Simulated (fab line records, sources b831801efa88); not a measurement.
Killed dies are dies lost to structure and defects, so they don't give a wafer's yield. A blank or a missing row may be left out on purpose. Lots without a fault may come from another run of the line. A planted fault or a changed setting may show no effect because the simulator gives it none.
Split-lot experiment | flow sky130 | 5 lots, 23 wafers read, on a route of 708 steps

THE SPLIT
At SKY_SD_N_COAT_02 (resist thk 1140 nm), the setting resist_thk_nm was moved away from the recipe's 1140 nm on 7 of the 23 wafers read, by -5.4% to -2.5%. The other wafers ran this setting at the recipe's value.

The reading is taken at the split's own step.

THE READING
NOVOLAK_of_SD_N_COAT_02.thk_nm (the simulator's own value, which no gauge read), in nm, at SKY_SD_N_COAT_02 (resist thk 1140 nm). The file gives no usual value for it. The 16 wafers here that ran the recipe average 1141 nm, standard deviation 3.2 nm.

wafer  | tool, chamber at the split | resist_thk_nm as run, nm | against the recipe | NOVOLAK_of_SD_N_COAT_02.thk_nm, nm | against lot-mates on the recipe
L077.1 | litho_track-04, 0          | 1078                     | -5.4%              | 1081                               | -57
L077.2 | litho_track-04, 0          | 1140                     | recipe             | 1139                               | -
L077.3 | litho_track-04, 0          | 1140                     | recipe             | 1138                               | -
L077.4 | litho_track-04, 0          | 1140                     | recipe             | 1138                               | -
L077.6 | litho_track-04, 0          | 1078                     | -5.4%              | 1075                               | -63
L074.1 | litho_track-02, 0          | 1140                     | recipe             | 1144                               | -
L074.4 | litho_track-02, 0          | 1140                     | recipe             | 1146                               | -
L074.5 | litho_track-02, 0          | 1140                     | recipe             | 1146                               | -
L078.1 | litho_track-03, 0          | 1140                     | recipe             | 1145                               | -
L078.2 | litho_track-03, 0          | 1140                     | recipe             | 1145                               | -
L078.3 | litho_track-03, 0          | 1112                     | -2.5%              | 1115                               | -29
L078.4 | litho_track-03, 0          | 1140                     | recipe             | 1143                               | -
L078.5 | litho_track-03, 0          | 1112                     | -2.5%              | 1117                               | -27
L082.1 | litho_track-04, 0          | 1140                     | recipe             | 1141                               | -
L082.2 | litho_track-04, 0          | 1140                     | recipe             | 1138                               | -
L082.3 | litho_track-04, 0          | 1140                     | recipe             | 1140                               | -
L082.5 | litho_track-04, 0          | 1140                     | recipe             | 1140                               | -
L082.4 | litho_track-04, 0          | 1140                     | recipe             | 1139                               | -
L083.1 | litho_track-04, 0          | 1140                     | recipe             | 1136                               | -
L083.2 | litho_track-04, 0          | 1083                     | -5.0%              | 1082                               | -56
L083.4 | litho_track-04, 0          | 1083                     | -5.0%              | 1079                               | -58
L083.5 | litho_track-04, 0          | 1083                     | -5.0%              | 1080                               | -58
L083.6 | litho_track-04, 0          | 1140                     | recipe             | 1139                               | -

THE FIT
A straight line over all 23 wafers: NOVOLAK_of_SD_N_COAT_02.thk_nm changes by +11.8 nm for each +1% of resist_thk_nm; r = +0.99; the points scatter about the line by 3.3 nm.
The same after taking each lot's own level away (the mean of its wafers on the recipe; 23 wafers): +11.3 nm for each +1%; r = +1.00; scatter 1.5 nm.
On that fit, the largest move of resist_thk_nm shifts the reading by 61 nm.
The lots' own levels span 1137.5 to 1145.3 nm, that is 2.5 times the standard deviation above.
So the lot-to-lot level changes the slope little: the two slopes agree.
Check: with one of the wafers moved furthest among these (-5.4%) left out of the fit, the line predicts -62.5 nm for it against its lot-mates. It came out at -57.3 nm against them.

OTHER SPLITS ON THESE WAFERS
These wafers also went through other splits before the reading. Each is held against what the fit with the lots' levels taken away leaves over:
other split on the same wafers      | wafers away from the commonest value | r with NOVOLAK_of_SD_N_COAT_02.thk_nm (lot level and that fit taken away)
SKY_LDD_N_COAT_02 spin_rpm          | 6                                    | -0.43
SKY_LDD_N_IMPLANT_10 dose_cm2       | 7                                    | +0.11
SKY_LDD_P_COAT_02 resist_thk_nm     | 8                                    | +0.28
SKY_LDD_P_DEVELOP_06 develop_time_s | 5                                    | +0.03
SKY_LDD_HVN_IMPLANT_08 energy_kev   | 9                                    | +0.01
SKY_LDD_HVP_IMPLANT_08 energy_kev   | 5                                    | +0.16
SKY_SPACER_CVD_00 pressure_mtorr    | 15                                   | +0.14
SKY_SD_P_IMPLANT_09 energy_kev      | 8                                    | -0.16
SKY_RES_XHIGH_COAT_02 resist_thk_nm | 9                                    | +0.14

THE FILE'S OWN FIT
NOVOLAK_of_SD_N_COAT_02.thk_nm changes by +11.3 nm for each +1% of resist_thk_nm, r = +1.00.
